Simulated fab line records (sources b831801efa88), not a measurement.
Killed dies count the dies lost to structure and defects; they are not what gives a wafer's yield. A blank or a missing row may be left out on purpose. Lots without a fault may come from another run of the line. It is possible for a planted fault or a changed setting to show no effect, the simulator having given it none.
Matching of chambers -- flow gf180mcu -- 4 sister chambers for GF_V4_CMP_04 on cmp-02
The step polishes SiO2. 8 wafers are shown with their chamber, then 12 later ones without.

== WAFERS PAIRED WITH THEIR CHAMBERS ==
wafer,chamber,motorCurrentA (A),timeToEndpointS (s)
L085.5,1,11.7,73
L085.6,0,11.4,87
L088.2,1,12.3,75
L088.3,2,9.9,71
L088.5,3,13.0,82
L088.1,0,11.3,87
L088.4,3,12.7,90
L088.6,2,9.8,84

== WAFERS WITH NO CHAMBER GIVEN ==
wafer,motorCurrentA (A),timeToEndpointS (s)
L090.2,11.7,73
L090.3,11.6,74
L090.4,12.1,89
L091.1,9.9,81
L091.3,11.2,83
L091.4,13.1,85
L093.1,10.7,77
L093.5,9.2,91
L093.6,11.3,87
L096.3,12.2,77
L096.4,9.7,79
L096.5,10.0,83

== THE CHAMBER EACH PASSED THROUGH ==
wafer,from the rows above,in truth
L090.2,can't be placed: 1 or 0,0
L090.3,can't be placed: 1 or 0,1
L090.4,can't be placed: 1 or 0 or 3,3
L091.1,2,2
L091.3,0,0
L091.4,3,3
L093.1,can't be placed: 0 or 2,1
L093.5,2,2
L093.6,0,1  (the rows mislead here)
L096.3,1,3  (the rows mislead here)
L096.4,2,2
L096.5,2,2
Correct placement for 6 of the 12. Not placeable from these rows: 4 (in 3, the candidates include the true chamber). Wrongly placed: 2.
How it was worked out, from the rows above alone: a wafer's distance from a chamber is the root of the sum, over the readings, of the square of ((its reading less the chamber's mean) divided by the reading's scatter). The wafer belongs to the nearest chamber; if the next one is less than 2 further off, it can't be placed. A chamber's mean is the mean of its shown wafers. The scatter: the root of (the sum of the squares of (reading less its chamber's mean) over the shown wafers, divided by (wafers less chambers)).
